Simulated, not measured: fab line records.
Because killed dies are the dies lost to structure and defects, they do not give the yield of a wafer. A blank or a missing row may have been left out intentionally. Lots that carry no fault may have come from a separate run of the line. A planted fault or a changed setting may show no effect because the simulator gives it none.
A lot that was struck, set against a sound lot | flow sky130 | 17 steps out of a route of 708
Sound: these wafers, L446.2, L446.5, L446.6. Wafers struck: L435.3, L435.5, L435.6. The cause comes at the end.
Per side, at each step with rows, come the tool, then ch with its chambers, and then its first start. Under that, the readings that differ: sound wafers | struck wafers | difference of the means | sigmas: that difference in standard deviations of wafers without a fault.
alike: a reading whose means differ by less than 2 such deviations, as well as words and numbers matching on both sides. not compared: withheld readings; readings where some wafer has no value; bounds like >300 that might hide an equal value; numbers whose values overlap and for which the record gives no deviation.
Wherever a step has rows on one side only, a row that says differs or no value, or a row with sigmas, the two part there. Numbers that have no deviation but don't overlap get no sigmas and don't part them. A reading that every wafer of one side lacks parts them only if that side has two wafers or more.

first, 2 steps without rows for these wafers: SKY_LOCAL_INTERCONNECT_PEB_09; SKY_LOCAL_INTERCONNECT_DEVELOP_10 (develop time 60 s).
SKY_LOCAL_INTERCONNECT_CD_MEAS_11 targets a cd of 170 nm.
  sound: cd_sem-02 at day 36 14:32; struck: cd_sem-02 at day 33 01:25
  alike: cd_nm
SKY_LOCAL_INTERCONNECT_OVL_MEAS_12:
  sound: overlay-02 at day 36 14:38; struck: overlay-02 at day 33 01:30
  reading                     | sound    | struck      | difference | sigmas
  LOCAL_INTERCONNECT_OVL (nm) | 3 -10 -3 | -23 -14 -14 | -14        | -2
SKY_LOCAL_INTERCONNECT_ETCH_13: etches BARC in N2/H2, stops on SiO2, time 45.9 s, target depth 60 nm.
  sound on rie_metal-02 ch 0,1, day 36 14:40; struck on rie_metal-02 ch 0,1, day 33 01:33
  alike: drypump_motor_current_A, oes_product_au, throttle_valve_pct
  not compared: rf_hours_counter_h
SKY_LOCAL_INTERCONNECT_METAL_ETCH_14: etches TiN in Cl2/BCl3, stops on PSG, target depth 110 nm, time 31.4 s.
  sound on rie_metal-02 ch 0,1, day 36 14:44; struck on rie_metal-02 ch 0,1, day 33 01:37
  alike: drypump_motor_current_A, oes_product_au, throttle_valve_pct
  not compared: rf_hours_counter_h
SKY_LOCAL_INTERCONNECT_STRIP_15: strips in O2/N2.
  sound on plasma_asher-03 ch 0,1, day 36 14:47; struck on plasma_asher-02 ch 0,1, day 33 01:40
  alike: drypump_motor_current_A, oes_product_au, strip_time_to_endpoint_s
  not compared: rf_hours_counter_h
then, 3 steps without rows for these wafers: SKY_LOCAL_INTERCONNECT_STRIP_16 (strips in post etch residue remover, time 1200 s); SKY_LOCAL_INTERCONNECT_CLEAN_17 (cleans in IPA, time 180 s); SKY_LOCAL_INTERCONNECT_CLEAN_18 (cleans in O3/DIW).
SKY_CONTACT_CVD_00: deposits Si3N4, target thk 75 nm.
  sound on pecvd-03 ch 1,2, day 36 15:23; struck on pecvd-01 ch 0,2, day 33 02:14
  alike: heater_power_w
SKY_CONTACT_THK_MEAS_01:
  sound: film_metro-01 at day 36 15:26; struck: film_metro-02 at day 33 02:17
  alike: CONTACT_CVD_00_THK
SKY_CONTACT_HDPCVD_02: deposits SiO2, target thk 565 nm, time 94.2 s.
  sound on hdpcvd-02 ch 1,2, day 36 15:29; struck on hdpcvd-01 ch 0,1,2, day 33 02:20
  reading                                     | sound             | struck            | difference | sigmas
  run_length_s (s)                            | 122.3 122.0 121.9 | 129.0 128.5 129.3 | +6.9       | +15
  model.SiO2_of_CONTACT_HDPCVD_02.thk_nm (nm) | 553.9 556.3 558.3 | 604.6 606.2 599.5 | +47.3      |
SKY_CONTACT_THK_MEAS_03:
  sound: film_metro-02 at day 36 15:34; struck: film_metro-02 at day 33 02:25
  reading                 | sound       | struck      | difference | sigmas
  CONTACT_HDPCVD_THK (nm) | 554 557 558 | 605 606 600 | +47        | +7
SKY_CONTACT_CMP_04: polishes SiO2.
  sound on cmp-02 ch 0,1,3, day 36 15:43; struck on cmp-01 ch 0,2,3, day 33 02:37
  reading                | sound    | struck   | difference | sigmas
  time_to_endpoint_s (s) | 81 78 77 | 95 94 91 | +15        | +3
  alike: motor_current_A, platen_rpm
SKY_CONTACT_BOW_MEAS_05:
  sound: film_metro-02 at day 36 15:56; struck: film_metro-02 at day 33 02:48
  reading          | sound    | struck    | difference | sigmas
  CONTACT_BOW (um) | 74 72 78 | 95 94 100 | +22        | +3
-- the record jumps here: 15 days lie between the struck wafers' starts before and after (it left off in module CONTACT and takes up again in module PAD_OPEN, whose first step shown is number 708 of the route) --
SKY_PAD_OPEN_PROBE_99:
  sound: prober-01 at day 50 07:34; struck: prober-02 at day 47 20:58
  alike: killed_at_M0_to_M3, killed_at_M4_up, killed_at_contacts, killed_at_front_end, killed_at_other, killed_dies, killed_open, killed_short

== WHERE THEY PART ==
Earliest at SKY_LOCAL_INTERCONNECT_OVL_MEAS_12; latest, in this record, at SKY_CONTACT_BOW_MEAS_05. Later steps at which nothing parts them and some readings are alike: SKY_PAD_OPEN_PROBE_99.

WHY: whatever the simulator had introduced
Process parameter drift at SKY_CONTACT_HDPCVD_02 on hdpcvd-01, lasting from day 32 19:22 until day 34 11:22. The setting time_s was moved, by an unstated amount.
